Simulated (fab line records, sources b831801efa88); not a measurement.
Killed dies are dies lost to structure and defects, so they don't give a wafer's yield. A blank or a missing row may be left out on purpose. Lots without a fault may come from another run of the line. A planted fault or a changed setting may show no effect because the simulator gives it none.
fab line records | flow gf180mcu
record lots=10 wafers=30 last_day=34
route steps=602 shown M3@426 M4@462 V4@499 MIM@506
lots that met no fault: from a run of the same line without faults
start_h: hours from the record's first day to the start of the lot's first wafer shown | wait_h: hours since the lot's step before | " the same as in the row above | L1.1+2: a row that stands for several wafers | - no value, or no start given | * or withheld: withheld | < > ~ a bound
route shown NAME@n: a module of which the file shows steps, and the number in the route of the first | usual: mean/standard deviation of fault-free wafers | same: alike in all rows | chamber/n: place in a boat | sites: the reading at each site | _std_site: their standard deviation | _edge_site: outer sites' mean less inner sites' | radius_mm: how far each site lies from the wafer's centre | mask NAME#n: copy n | behind: the tool/chamber that last shaped the wafer | hold: why the lot was held/for how many hours/how that ended | device: the transistor (n, p or np) that didn't switch | end of line: the same wafers' tests at the end of the route | a step without rows: its recipe alone | killed: dies lost to structure and defects at the first sort, not the wafer's yield | map: a wafer's dies, x killed, . not, _ none there
set.NAME: the setting as run; set.NAME@STEP: as run at that earlier step | model.NAME: the simulator's own value behind a step, which no gauge read
steps of the route over a sample of lots; a table a step, a row a wafer
services: from which hour (start_h, from the record's first day; less than 0 if before it) a tool's chamber was out of use, for how many hours, and why
## steps
# step GF_M3_STRIP_17
# recipe chemistry=O2/N2 power_w=1400 pressure_mtorr=1500 platen_temp_c=250 o2_flow_sccm=3000 n2_flow_sccm=300 overash_fraction=0.5
# usual drypump_motor_current_A=5.8/0.41 heater_power_w=313/22 oes_product_au=0.538/0.0053 strip_time_to_endpoint_s=7.42/0.071
# columns lot.wafer tool chamber start_h wait_h drypump_motor_current_A heater_power_w oes_product_au rf_hours_counter_h strip_time_to_endpoint_s
L141.1 plasma_asher-04 0 509.41 0.2 6.3 335 0.541 43 7.30
L141.2 " 1 " " 5.0 301 0.539 43 7.34
L141.5 " 0 " " 6.2 332 0.526 - 7.33
L144.1 plasma_asher-03 0 533.44 0.1 6.0 317 0.538 10 7.33
L144.5 " 0 " " 6.0 319 0.529 - 7.26
L144.6 " 1 " " 5.8 304 0.540 - 7.45
L146.3 plasma_asher-03 0 549.92 0.1 6.0 319 0.532 - 7.28
L146.5 " 1 " " 5.8 317 0.536 - 7.47
L146.6 " 0 " " 6.0 325 0.527 - 7.27
L150.1 plasma_asher-04 0 590.88 0.1 6.2 331 0.543 51 7.42
L150.2 " 1 " " 4.9 307 0.538 51 7.46
L150.3 " 1 " " 4.9 299 0.539 - 7.48
L151.1 plasma_asher-04 0 595.18 0.1 6.3 331 0.546 52 7.49
L151.2 " 1 " " 4.9 299 0.529 52 7.30
L151.4 " 0 " " 6.3 325 0.540 - 7.48
L153.3 plasma_asher-03 1 606.02 0.1 5.8 309 0.544 - 7.42
L153.5 " 0 " " 6.0 320 0.537 - 7.41
L153.6 " 1 " " 5.8 314 0.538 - 7.42
L155.1 plasma_asher-01 0 625.78 0.1 6.0 264 0.527 101 7.37
L155.2 " 1 " " 5.9 334 0.544 101 7.46
L155.5 " 0 " " 5.9 274 0.539 - 7.51
L157.1 plasma_asher-01 1 635.95 0.1 5.9 349 0.543 102 7.38
L157.2 " 0 " " 6.0 275 0.544 102 7.45
L157.4 " 1 " " 5.9 336 0.536 - 7.46
L158.1 plasma_asher-03 0 642.52 0.1 6.0 318 0.543 21 7.43
L158.2 " 1 " " 5.8 311 0.539 21 7.36
L158.5 " 0 " " 6.0 317 0.534 - 7.39
L161.3 plasma_asher-03 1 661.07 0.1 5.8 313 0.531 - 7.37
L161.5 " 0 " " 6.0 317 0.544 - 7.45
L161.6 " 1 " " 5.8 302 0.530 - 7.36
# step GF_M4_THK_MEAS_06
# recipe thk_meas_gauge=xrf reads=AlCu_of_M4_SPUTTER_02
# usual M4_ALCU_THK=451/6.6
# columns lot.wafer tool chamber start_h wait_h M4_ALCU_THK[nm]
L141.1 film_metro-03 - 535.37 0.1 449
L141.2 " - " " 457
L141.5 " - " " 449
L144.1 film_metro-03 - 559.15 0.1 455
L144.5 " - " " 447
L144.6 " - " " 457
L146.3 film_metro-01 - 574.72 0.1 445
L146.5 " - " " 442
L146.6 " - " " 454
L150.1 film_metro-03 - 615.50 0.1 465
L150.2 " - " " 454
L150.3 " - " " 456
L151.1 film_metro-03 - 619.23 0.1 450
L151.2 " - " " 455
L151.4 " - " " 443
L153.3 film_metro-04 - 629.51 0.1 455
L153.5 " - " " 450
L153.6 " - " " 455
L155.1 film_metro-04 - 648.61 0.1 434
L155.2 " - " " 448
L155.5 " - " " 445
L157.1 film_metro-04 - 658.31 0.1 456
L157.2 " - " " 452
L157.4 " - " " 451
L158.1 film_metro-01 - 664.75 0.1 450
L158.2 " - " " 465
L158.5 " - " " 462
L161.3 film_metro-03 - 683.26 0.1 449
L161.5 " - " " 450
L161.6 " - " " 455
# step GF_V4_CVD_23
# recipe material=W target_thk_nm=350 time_s=104.9 temp_c=400 pressure_torr=40
# usual heater_power_outer_w=562/50 heater_power_w=894/71
# columns lot.wafer tool chamber start_h wait_h heater_power_outer_w heater_power_w since_wet_clean_h
L141.1 cvd_w-02 0 582.05 0.0 557 857 178
L141.2 " 1 " " 631 1028 178
L141.5 " 1 " " 625 992 -
L144.1 cvd_w-01 1 603.90 0.0 509 812 700
L144.5 " 0 " " 530 858 -
L144.6 " 1 " " 496 812 -
L146.3 cvd_w-01 0 619.08 0.1 540 864 -
L146.5 " 1 " " 498 796 -
L146.6 " 0 " " 541 851 -
L150.1 cvd_w-01 0 658.12 0.0 521 860 754
L150.2 " 1 " " 494 832 754
L150.3 " 1 " " 499 794 -
L151.1 cvd_w-01 0 660.42 0.0 535 880 756
L151.2 " 1 " " 503 830 756
L151.4 " 1 " " 507 819 -
L153.3 cvd_w-01 0 670.32 0.1 532 884 -
L153.5 " 0 " " 533 913 -
L153.6 " 1 " " 502 806 -
L155.1 cvd_w-02 0 688.78 0.1 567 859 285
L155.2 " 1 " " 630 1004 285
L155.5 " 1 " " 643 1027 -
L157.1 cvd_w-02 0 698.15 0.0 554 881 294
L157.2 " 1 " " 628 999 294
L157.4 " 0 " " 560 867 -
L158.1 cvd_w-02 0 704.45 0.0 572 888 300
L158.2 " 0 " " 565 876 -
L158.5 " 0 " " 560 882 -
L161.3 cvd_w-02 1 721.45 0.1 668 1002 -
L161.5 " 1 " " 648 1009 -
L161.6 " 0 " " 553 874 -
# step GF_V4_RS_MEAS_24
# recipe thk_meas_gauge=four-point-probe reads=W_of_V4_CVD_23+TiN_of_V4_SPUTTER_22+Ti_of_V4_SPUTTER_21
# usual V4_W_RS=0.327/0.0046
# columns lot.wafer tool chamber start_h wait_h hold V4_W_RS[ohm/sq]
L141.1 film_metro-03 - 582.17 0.1 - 0.325
L141.2 " - " " - 0.328
L141.5 " - " " - 0.329
L144.1 film_metro-03 - 604.01 0.1 - 0.319
L144.5 " - " " - 0.320
L144.6 " - " " - 0.324
L146.3 film_metro-02 - 619.19 0.1 - 0.322
L146.5 " - " " - 0.327
L146.6 " - " " - 0.327
L150.1 film_metro-03 - 658.23 0.1 - 0.320
L150.2 " - " " - 0.321
L150.3 " - " " - 0.324
L151.1 film_metro-03 - 660.57 0.1 await_dispo/0.2h/release 0.321
L151.2 " - " " await_dispo/0.2h/release 0.494
L151.4 " - " " await_dispo/0.2h/release 0.494
L151.1 film_metro-03 - 660.86 0.3 - 0.322
L151.2 " - " " - 0.495
L151.4 " - " " - 0.493
L153.3 film_metro-03 - 670.44 0.1 await_dispo/0.2h/release 0.323
L153.5 " - " " await_dispo/0.2h/release 0.323
L153.6 " - " " await_dispo/0.2h/release 0.491
L153.3 film_metro-03 - 670.72 0.3 - 0.323
L153.5 " - " " - 0.324
L153.6 " - " " - 0.491
L155.1 film_metro-04 - 688.89 0.1 - 0.329
L155.2 " - " " - 0.334
L155.5 " - " " - 0.330
L157.1 film_metro-04 - 698.27 0.1 - 0.330
L157.2 " - " " - 0.331
L157.4 " - " " - 0.328
L158.1 film_metro-04 - 704.68 0.2 - 0.334
L158.2 " - " " - 0.330
L158.5 " - " " - 0.332
L161.3 film_metro-02 - 721.57 0.1 - 0.329
L161.5 " - " " - 0.328
L161.6 " - " " - 0.327
# step GF_V4_THK_MEAS_25
# recipe thk_meas_gauge=xrf reads=W_of_V4_CVD_23
# usual V4_W_THK=339/5.2
# columns lot.wafer tool chamber start_h wait_h hold V4_W_THK[nm]
L141.1 film_metro-03 - 582.29 0.1 - 341
L141.2 " - " " - 337
L141.5 " - " " - 338
L144.1 film_metro-03 - 604.13 0.1 - 351
L144.5 " - " " - 348
L144.6 " - " " - 344
L146.3 film_metro-02 - 619.29 0.1 - 345
L146.5 " - " " - 340
L146.6 " - " " - 339
L150.1 film_metro-03 - 658.35 0.1 - 346
L150.2 " - " " - 346
L150.3 " - " " - 344
L151.1 film_metro-03 - 662.22 1.3 await_dispo/0.2h/release 345
L151.2 " - " " await_dispo/0.2h/release 227
L151.4 " - " " await_dispo/0.2h/release 228
L151.1 film_metro-03 - 662.51 0.3 - 344
L151.2 " - " " - 226
L151.4 " - " " - 227
L153.3 film_metro-03 - 673.24 2.5 await_dispo/0.2h/release 342
L153.5 " - " " await_dispo/0.2h/release 342
L153.6 " - " " await_dispo/0.2h/release 228
L153.3 film_metro-03 - 673.47 0.2 - 340
L153.5 " - " " - 343
L153.6 " - " " - 229
L155.1 film_metro-04 - 689.01 0.1 - 335
L155.2 " - " " - 331
L155.5 " - " " - 334
L157.1 film_metro-04 - 698.39 0.1 - 336
L157.2 " - " " - 333
L157.4 " - " " - 336
L158.1 film_metro-04 - 704.80 0.1 - 330
L158.2 " - " " - 334
L158.5 " - " " - 335
L161.3 film_metro-02 - 721.67 0.1 - 335
L161.5 " - " " - 336
L161.6 " - " " - 337
# step GF_V4_CMP_26
# recipe stop_on=SiO2 down_force_psi=3.5 platen_rpm=60 t_overpolish_s=15 target_thk_nm=0 pad_velocity_m_s=0.94248
# usual motor_current_A=11.1/1.2 retaining_ring_pressure_frac=1.001/0.0049 slurry_flow_ml_min=150.0/0.49 time_to_endpoint_s=85/3.5
# columns lot.wafer tool chamber start_h wait_h hold motor_current_A retaining_ring_pressure_frac slurry_flow_ml_min time_to_endpoint_s
L141.2 cmp-02 2 582.35 0.0 - 10.3 1.000 150.2 85
L141.1 " 0 " " - 11.6 0.998 149.7 92
L141.5 " 2 " " - 10.3 1.001 150.9 85
L144.1 cmp-02 3 604.24 0.1 - 12.4 0.998 150.2 86
L144.5 " 2 " " - 9.8 1.009 150.3 81
L144.6 " 3 " " - 12.3 0.995 149.6 85
L146.3 cmp-01 3 619.33 0.0 - 12.1 0.999 150.4 81
L146.6 " 3 " " - 11.9 1.001 149.8 83
L146.5 " 0 " " - 9.9 0.997 150.0 79
L150.2 cmp-02 3 658.41 0.0 - 12.1 1.007 149.9 83
L150.1 " 0 " " - 11.0 0.998 150.4 90
L150.3 " 2 " " - 9.9 0.998 150.5 83
L151.1 cmp-01 0 667.50 5.0 await_dispo/4.7h/release 10.7 0.997 150.5 84
L151.2 " 1 " " await_dispo/4.7h/release 12.7 0.998 149.2 56
L151.4 " 2 " " await_dispo/4.7h/release 9.5 0.989 150.4 51
L153.3 cmp-02 0 677.03 3.5 await_dispo/3.3h/release 11.7 1.001 149.6 93
L153.5 " 1 " " await_dispo/3.3h/release 10.6 0.994 149.4 89
L153.6 " 2 " " await_dispo/3.3h/release 9.9 0.996 150.3 57
L155.2 cmp-02 3 689.07 0.0 - 12.3 0.999 149.5 90
L155.1 " 1 " " - 10.7 0.993 150.1 83
L155.5 " 3 " " - 12.4 0.998 150.5 88
L157.2 cmp-01 0 698.45 0.0 - 9.8 0.996 150.0 81
L157.1 " 2 " " - 9.1 1.008 150.8 85
L157.4 " 3 " " - 11.7 1.003 150.3 85
L158.1 cmp-02 3 704.91 0.1 - 12.5 1.002 149.2 83
L158.2 " 0 " " - 11.7 1.001 149.5 90
L158.5 " 3 " " - 12.0 1.000 149.4 86
L161.3 cmp-01 3 721.98 0.3 - 12.1 1.003 149.2 86
L161.5 " 1 " " - 12.8 1.007 149.2 88
L161.6 " 2 " " - 9.7 1.001 150.6 85
# step GF_MIM_SPUTTER_03
# recipe material=Ti target_thk_nm=10 substrate_temp_c=300 chamber_pressure_pa=0.3 power_w=3000 time_s=6.7
# usual throttle_valve_pct=30.3/1.1
# columns lot.wafer tool chamber start_h wait_h throttle_valve_pct
L141.1 pvd_sputter-04 - 582.83 0.0 31.9
L141.2 " - " " 30.8
L141.5 " - " " 29.6
L144.1 pvd_sputter-02 - 604.65 0.0 28.8
L144.5 " - " " 31.0
L144.6 " - " " 31.5
L146.3 pvd_sputter-01 - 619.79 0.0 30.1
L146.5 " - " " 30.9
L146.6 " - " " 30.1
L150.1 pvd_sputter-04 - 658.87 0.0 31.7
L150.2 " - " " 30.0
L150.3 " - " " 30.5
L151.1 pvd_sputter-02 - 667.96 0.0 31.0
L151.2 " - " " 28.6
L151.4 " - " " 31.5
L153.3 pvd_sputter-02 - 677.40 0.0 31.2
L153.5 " - " " 31.3
L153.6 " - " " 30.2
L155.1 pvd_sputter-02 - 689.53 0.0 30.5
L155.2 " - " " 28.9
L155.5 " - " " 28.8
L157.1 pvd_sputter-02 - 698.91 0.0 30.2
L157.2 " - " " 28.9
L157.4 " - " " 31.5
L158.1 pvd_sputter-04 - 705.32 0.0 31.9
L158.2 " - " " 30.6
L158.5 " - " " 32.1
L161.3 pvd_sputter-02 - 722.35 0.0 31.1
L161.5 " - " " 28.9
L161.6 " - " " 31.3
## services
# columns tool chamber start_h hours kind
cvd_w-01 0 497.35 3.0 repair
pvd_sputter-01 - 529.28 2.3 repair
cvd_w-02 0 545.34 7.4 repair
cvd_w-02 1 548.38 9.6 repair
plasma_asher-04 - 552.38 2.8 pm
cmp-01 - 564.45 3.0 repair
cmp-02 - 572.27 4.0 pm
cmp-02 - 579.52 2.0 repair
cvd_w-02 - 586.81 2.8 pm
cvd_w-02 - 590.81 6.9 pm
cmp-01 - 609.43 4.2 pm
cmp-02 - 632.90 7.9 pm
cmp-01 - 640.96 4.9 pm
plasma_asher-03 - 642.83 2.8 pm
pvd_sputter-04 - 677.16 4.4 repair
cmp-02 - 678.06 3.2 repair
cvd_w-01 - 683.13 6.9 pm
plasma_asher-04 - 688.10 0.8 repair
pvd_sputter-04 - 689.18 13.8 repair
cmp-01 - 693.91 2.3 repair
pvd_sputter-01 - 695.21 1.7 repair
cvd_w-02 1 704.41 3.7 repair
plasma_asher-04 - 706.87 8.4 repair
pvd_sputter-01 - 719.26 2.5 repair
## key
first_sign step=GF_V4_RS_MEAS_24 reading=visit direction=added
effect step=GF_V4_RS_MEAS_24 reading=V4_W_RS direction=up sigmas=36 usual=0.327 struck=0.493
effect step=GF_V4_THK_MEAS_25 reading=visit direction=added
effect step=GF_V4_THK_MEAS_25 reading=V4_W_THK direction=down sigmas=21 usual=339 struck=228
effect step=GF_V4_CMP_26 reading=time_to_endpoint_s direction=down sigmas=8.7 usual=* struck=*
met_at GF_V4_CVD_23
struck_lots L151,L153
struck_wafers L151.2,L151.4,L153.6
not_acting_at GF_M3_STRIP_17,GF_M4_THK_MEAS_06,GF_MIM_SPUTTER_03
onset_between 658.12 660.42
fault kind=process_parameter_drift tool=cvd_w-01 chamber=- onset_h=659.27 steps=GF_V4_CVD_23 channel=target_thk_nm offset=-117.55 shape=step end_h=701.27 scope=struck_wafers_only acts_in=these_recipes_only stated=350
